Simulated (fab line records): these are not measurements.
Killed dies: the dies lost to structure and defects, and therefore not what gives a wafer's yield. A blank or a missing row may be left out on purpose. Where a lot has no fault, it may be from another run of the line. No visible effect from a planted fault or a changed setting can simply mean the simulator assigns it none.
fab line records	flow sky130
[record] lots = 5	wafers = 15	last-day = 50
route steps=708 shown SD_P@330 RES_XHIGH@332
lots with no fault: from the same line, run without faults
start-h: start of the lot's first displayed wafer, in hours after the record's first day	wait-h: hours elapsed since this lot's preceding step	" unchanged from the row above	L1.1+2: a row that stands for several wafers	- value missing, or start not given	* or withheld: withheld	< > ~ a bound
route shown NAME@n: a module of which the file shows steps, and the number in the route of the first	usual: the fault-free wafers' mean and standard deviation	same: alike in all rows	chamber/n: place in a boat	sites: each site's reading	_std_site: standard deviation of those values	_edge_site: mean of outer sites minus mean of inner sites	radius-mm: how far each site lies from the wafer's centre	mask NAME#n: copy n	behind: the most recent tool/chamber to have shaped the wafer	hold: what put the lot on hold/how long, in hours/how the hold closed	device: the n, p or np transistor that did not switch	end of line: the tests these same wafers got at the end of their route	step lacking rows: just its recipe	killed: dies lost to structure and defects at the first sort, not the wafer's yield	map: dies across one wafer; x = killed, . = not, _ = none there
set.NAME: the run value of the setting; set.NAME@STEP: its run value at that earlier step	model.NAME: the simulator's own value behind a step, which no gauge read
certain route steps with their lots: each step a table, each wafer a row
services: a tool's chamber out of use, with start hour (start-h, from the record's first day; less than 0 if before it), hours out, and reason
[[steps]]
[step SKY_SD_P_STRIP_10]
[recipe] chemistry = O2/N2	power-w = 1400	pressure-mtorr = 1500	platen-temp-c = withheld	o2-flow-sccm = 3000	n2-flow-sccm = 300	overash-fraction = 0.5
[usual] drypump-motor-current-A = 5.59/0.28	n2-flow-sccm = 300.0/0.98	o2-flow-sccm = 3001/8.9	oes-product-au = 0.617/0.0047	strip-time-to-endpoint-s = 17.48/0.035
lot.wafer	tool	chamber	start-h	wait-h	drypump-motor-current-A	n2-flow-sccm	o2-flow-sccm	oes-product-au	rf-hours-counter-h	strip-time-to-endpoint-s
L076.1	plasma-asher-03	1	605.72	0.1	5.54	300.0	2997	0.611	16	17.45
L076.5	"	1	"	"	5.54	299.6	2996	0.620	-	17.47
L076.6	"	0	"	"	5.95	298.6	3013	0.620	-	17.46
L080.3	plasma-asher-03	0	665.28	0.1	5.99	300.3	3001	0.611	-	17.50
L080.5	"	1	"	"	5.57	300.7	3001	0.625	-	17.52
L080.6	"	0	"	"	6.04	299.7	3001	0.616	-	17.48
L081.1	plasma-asher-01	1	665.40	0.1	5.46	300.4	2980	0.618	55	17.41
L081.3	"	1	"	"	5.53	300.4	2988	0.613	-	17.45
L081.6	"	0	"	"	5.44	299.3	2993	0.623	-	17.46
L087.2	plasma-asher-01	0	708.57	0.1	5.45	299.8	2999	0.616	60	17.45
L087.4	"	0	"	"	5.48	297.2	2992	0.613	-	17.47
L087.6	"	1	"	"	5.45	300.4	2997	0.612	-	17.49
L095.2	plasma-asher-03	0	754.37	0.1	6.03	301.1	3011	0.615	31	17.50
L095.3	"	1	"	"	5.54	299.9	3001	0.610	-	17.47
L095.5	"	0	"	"	6.04	300.5	3012	0.625	-	17.48
[step SKY_SD_P_TW_MEAS_11]
[usual] SD_P_TW = 2822/21
lot.wafer	tool	chamber	start-h	wait-h	SD_P_TW
L076.1	film-metro-02	-	605.82	0.1	2865
L076.5	"	-	"	"	2875
L076.6	"	-	"	"	2870
L080.3	film-metro-02	-	665.37	0.1	2823
L080.5	"	-	"	"	2824
L080.6	"	-	"	"	2820
L081.1	film-metro-03	-	665.50	0.1	2800
L081.3	"	-	"	"	2785
L081.6	"	-	"	"	2793
L087.2	film-metro-03	-	708.68	0.1	2796
L087.4	"	-	"	"	2784
L087.6	"	-	"	"	2780
L095.2	film-metro-01	-	754.50	0.1	2827
L095.3	"	-	"	"	2842
L095.5	"	-	"	"	2826
[step SKY_RES_XHIGH_DEHYDRATE_00]
[recipe] temp-c = 200	time-s = 60
[usual] chill-plate-temp-C = 23.00/0.094
lot.wafer	tool	chamber	start-h	wait-h	chill-plate-temp-C
L076.1	litho-track-02	0	618.02	12.2	23.00
L076.5	"	0	"	"	22.97
L076.6	"	0	"	"	23.12
L080.3	litho-track-02	0	678.97	13.6	23.07
L080.5	"	0	"	"	23.01
L080.6	"	0	"	"	22.93
L081.1	litho-track-04	0	678.99	13.5	23.02
L081.3	"	0	"	"	23.20
L081.6	"	0	"	"	23.07
L087.2	litho-track-02	0	721.64	12.9	22.92
L087.4	"	0	"	"	22.85
L087.6	"	0	"	"	22.89
L095.2	litho-track-03	0	767.37	12.9	22.95
L095.3	"	0	"	"	22.97
L095.5	"	0	"	"	22.95
[step SKY_RES_XHIGH_HMDS_01]
[recipe] prime-time-s = 60	prime-temp-c = 120
[usual] chill-plate-temp-C = 22.98/0.1
lot.wafer	tool	chamber	start-h	wait-h	chill-plate-temp-C
L076.1	litho-track-02	0	618.17	0.1	23.13
L076.5	"	0	"	"	23.19
L076.6	"	0	"	"	23.03
L080.3	litho-track-02	0	679.12	0.1	23.06
L080.5	"	0	"	"	22.98
L080.6	"	0	"	"	22.98
L081.1	litho-track-04	0	679.14	0.1	22.79
L081.3	"	0	"	"	22.87
L081.6	"	0	"	"	22.81
L087.2	litho-track-02	0	721.79	0.1	22.98
L087.4	"	0	"	"	22.95
L087.6	"	0	"	"	23.05
L095.2	litho-track-03	0	767.52	0.1	23.10
L095.3	"	0	"	"	22.95
L095.5	"	0	"	"	23.00
[step SKY_RES_XHIGH_COAT_02]
[recipe] resist = NOVOLAK	spin-rpm = 3000	resist-thk-nm = 1140
[usual] chill-plate-temp-C = 23.01/0.095	dispense-pressure-kPa = 50/4.1
lot.wafer	tool	chamber	start-h	wait-h	chill-plate-temp-C	dispense-pressure-kPa
L076.1	litho-track-02	0	618.32	0.1	22.99	45
L076.5	"	0	"	"	22.96	45
L076.6	"	0	"	"	23.09	45
L080.3	litho-track-02	0	679.27	0.1	23.00	45
L080.5	"	0	"	"	22.87	45
L080.6	"	0	"	"	23.05	45
L081.1	litho-track-04	0	679.29	0.1	22.90	53
L081.3	"	0	"	"	23.00	53
L081.6	"	0	"	"	22.97	53
L087.2	litho-track-02	0	721.94	0.1	22.99	45
L087.4	"	0	"	"	23.25	45
L087.6	"	0	"	"	23.03	45
L095.2	litho-track-03	0	767.67	0.1	23.09	55
L095.3	"	0	"	"	23.22	55
L095.5	"	0	"	"	23.02	55
[step SKY_RES_XHIGH_SOFTBAKE_03]
[recipe] temp-c = 90	time-s = 60	resist = NOVOLAK
[usual] chill-plate-temp-C = 23.02/0.1
lot.wafer	tool	chamber	start-h	wait-h	chill-plate-temp-C
L076.1	litho-track-02	0	618.47	0.1	22.97
L076.5	"	0	"	"	23.01
L076.6	"	0	"	"	23.03
L080.3	litho-track-02	0	679.42	0.1	22.96
L080.5	"	0	"	"	23.12
L080.6	"	0	"	"	23.17
L081.1	litho-track-04	0	679.44	0.1	22.96
L081.3	"	0	"	"	22.87
L081.6	"	0	"	"	23.05
L087.2	litho-track-02	0	722.09	0.1	22.92
L087.4	"	0	"	"	22.80
L087.6	"	0	"	"	22.87
L095.2	litho-track-03	0	767.82	0.1	23.10
L095.3	"	0	"	"	23.14
L095.5	"	0	"	"	23.11
[step SKY_RES_XHIGH_EXPOSE_04]
[recipe] mask-id = URPM	na = 0.6	source-shape = conventional	sigma-outer = 0.6	polarization = unpolarized	target-cd-nm = 1270	dose-mj = 140
[usual] exposure-dose-mJ-cm2 = 139.99/0.14
[same] na = 0.6
lot.wafer	tool	chamber	start-h	wait-h	mask	exposure-dose-mJ-cm2
L076.1	iline-stepper-02	0	-	-	URPM#0	139.77
L076.5	"	0	"	"	URPM#0	139.73
L076.6	"	0	"	"	URPM#0	139.86
L080.3	iline-stepper-01	0	-	-	URPM#0	140.00
L080.5	"	0	"	"	URPM#0	139.98
L080.6	"	0	"	"	URPM#0	139.80
L081.1	iline-stepper-02	0	-	-	URPM#0	140.09
L081.3	"	0	"	"	URPM#0	140.06
L081.6	"	0	"	"	URPM#0	140.02
L087.2	iline-stepper-01	0	-	-	URPM#0	140.00
L087.4	"	0	"	"	URPM#0	140.15
L087.6	"	0	"	"	URPM#0	140.04
L095.2	iline-stepper-01	0	-	-	URPM#0	140.09
L095.3	"	0	"	"	URPM#0	140.21
L095.5	"	0	"	"	URPM#0	140.13
[step SKY_RES_XHIGH_PEB_05]
[recipe] temp-c = withheld	time-s = *	resist = NOVOLAK
[usual] chill-plate-temp-C = *
lot.wafer	tool	chamber	start-h	wait-h	chill-plate-temp-C
L076.1	litho-track-02	0	-	-	*
L076.5	"	0	"	"	*
L076.6	"	0	"	"	*
L080.3	litho-track-03	0	-	-	*
L080.5	"	0	"	"	*
L080.6	"	0	"	"	*
L081.1	litho-track-03	0	-	-	*
L081.3	"	0	"	"	*
L081.6	"	0	"	"	*
L087.2	litho-track-04	0	-	-	*
L087.4	"	0	"	"	*
L087.6	"	0	"	"	*
L095.2	litho-track-02	0	-	-	*
L095.3	"	0	"	"	*
L095.5	"	0	"	"	*
[[services]]
tool	chamber	start-h	hours	kind
iline-stepper-01	-	593.07	1.7	pm
plasma-asher-03	-	624.44	0.9	repair
iline-stepper-02	-	641.54	1.7	pm
plasma-asher-03	-	641.94	2.8	pm
iline-stepper-01	-	670.12	1.5	repair
iline-stepper-01	0	679.68	-	calibration
plasma-asher-01	-	738.37	2.1	repair
iline-stepper-02	-	739.40	2.3	repair
iline-stepper-01	-	753.20	0.7	repair
iline-stepper-01	-	754.71	4.3	pm
iline-stepper-01	-	760.82	1.0	repair
plasma-asher-01	-	761.39	0.6	repair
iline-stepper-02	0	763.68	-	calibration
litho-track-02	-	767.24	-	consumable-replace:filter
[[key]]
fault none
